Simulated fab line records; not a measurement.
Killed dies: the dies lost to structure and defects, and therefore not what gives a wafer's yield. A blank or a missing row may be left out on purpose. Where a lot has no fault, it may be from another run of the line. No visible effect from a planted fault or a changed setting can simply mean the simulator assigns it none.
Which tool was responsible? :: flow sky130 :: 45 wafers from 15 lots sampled at 2 of the route's 708 steps

## WHAT THE GAUGES SHOWED, per wafer
SKY_METAL1_OVL_MEAS_16. Usual: METAL1_OVL typically reads -1 nm, with standard deviation 5.2.
lot: L823
measured: day 32 14:16
on: overlay-01
METAL1_OVL (nm): -6 2 -1
flag: 

lot: L824
measured: day 32 17:21
on: overlay-02
METAL1_OVL (nm): 1 -7 -4
flag: 

lot: L827
measured: day 34 07:52
on: overlay-02
METAL1_OVL (nm): -3 -2 0
flag: 

lot: L830
measured: day 34 22:52
on: overlay-02
METAL1_OVL (nm): -14 -8 -8
flag: 

lot: L831
measured: day 35 03:58
on: overlay-01
METAL1_OVL (nm): 1 5 4
flag: 

lot: L832
measured: day 35 16:46
on: overlay-02
METAL1_OVL (nm): -10 -2 -9
flag: 

lot: L833
measured: day 35 19:10
on: overlay-02
METAL1_OVL (nm): -4 -2 -2
flag: 

lot: L834
measured: day 36 03:53
on: overlay-01
METAL1_OVL (nm): 8 6 6
flag: 

lot: L835
measured: day 36 14:40
on: overlay-01
METAL1_OVL (nm): 6 7 7
flag: 

lot: L840
measured: day 38 07:28
on: overlay-01
METAL1_OVL (nm): 5 6 6
flag: 

lot: L841
measured: day 39 02:29
on: overlay-01
METAL1_OVL (nm): 0 -2 0
flag: 

lot: L844
measured: day 39 04:58
on: overlay-01
METAL1_OVL (nm): -6 1 4
flag: 

lot: L843
measured: day 39 06:46
on: overlay-01
METAL1_OVL (nm): -7 -5 -3
flag: 

lot: L845
measured: day 39 11:46
on: overlay-02
METAL1_OVL (nm): 0 -5 -4
flag: 

lot: L846
measured: day 39 21:16
on: overlay-02
METAL1_OVL (nm): -4 0 3
flag: 

SKY_VIA1_RS_MEAS_22: a four-point-probe measurement. Usual: VIA1_W_RS typically reads 0.424 ohm/sq, with standard deviation 0.0046.
lot: L823
measured: day 33 18:53
on: film_metro-01
VIA1_W_RS (ohm/sq): 0.422 0.422 0.421
flag: 

lot: L824
measured: day 33 22:37
on: film_metro-02
VIA1_W_RS (ohm/sq): 0.417 0.414 0.418
flag: 

lot: L827
measured: day 35 10:49
on: film_metro-01
VIA1_W_RS (ohm/sq): 0.427 0.425 0.421
flag: 

lot: L830
measured: day 36 03:44
on: film_metro-04
VIA1_W_RS (ohm/sq): 0.425 0.428 0.427
flag: 

lot: L831
measured: day 36 08:59
on: film_metro-02
VIA1_W_RS (ohm/sq): 0.419 0.422 0.417
flag: 

lot: L832
measured: day 36 22:12
on: film_metro-01
VIA1_W_RS (ohm/sq): 0.422 0.423 0.422
flag: 

lot: L833
measured: day 36 23:17
on: film_metro-01
VIA1_W_RS (ohm/sq): 0.423 0.424 0.423
flag: 

lot: L834
measured: day 37 08:38
on: film_metro-04
VIA1_W_RS (ohm/sq): 0.424 0.427 0.428
flag: 

lot: L835
measured: day 37 18:41
on: film_metro-01
VIA1_W_RS (ohm/sq): 0.417 0.416 0.416
flag: 

lot: L840
measured: day 39 11:02
on: film_metro-01
VIA1_W_RS (ohm/sq): 0.431 0.435 0.431
flag: 

lot: L841
measured: day 40 05:35
on: film_metro-02
VIA1_W_RS (ohm/sq): 0.418 0.422 0.422
flag: 

lot: L844
measured: day 40 07:56
on: film_metro-02
VIA1_W_RS (ohm/sq): 0.432 0.427 0.428
flag: 

lot: L843
measured: day 40 09:19
on: film_metro-02
VIA1_W_RS (ohm/sq): 0.433 0.429 0.431
flag: 

lot: L845
measured: day 40 14:29
on: film_metro-04
VIA1_W_RS (ohm/sq): 0.423 0.423 0.423
flag: 

lot: L846
measured: day 40 23:47
on: film_metro-01
VIA1_W_RS (ohm/sq): 0.427 0.429 0.421
flag: 

## WHAT TOOL EACH LOT RAN ON (gives the tool, then ch and the chambers of the sampled wafers, and finally the start)
The record holds no process step before these readings.

## WHAT THE TOOLS THEMSELVES READ (means of the sampled wafers that have a number; where no wafer has one, the mark that the record gives instead)
The record holds no such reading with a usual standard deviation.

## THE ANSWER, worked out from the rows above alone
Rule: lot off if the mean of its wafers having a number is beyond 3 standard deviations from the usual mean. A lot without any number at a reading at which 4 lots or more have one is off too. Any other lot the step has rows for is counted as sound. After the gauges, taken in route order, come the tools' own readings; for these a lot's mean is taken, as printed above. The first step at which some lot is off is used, and at that step the reading that is off furthest; a lot without a number counts as furthest.
Across all readings shown, no lot is off: no conclusion can be drawn from this.

## WHAT THE SIMULATOR HAD PUT IN
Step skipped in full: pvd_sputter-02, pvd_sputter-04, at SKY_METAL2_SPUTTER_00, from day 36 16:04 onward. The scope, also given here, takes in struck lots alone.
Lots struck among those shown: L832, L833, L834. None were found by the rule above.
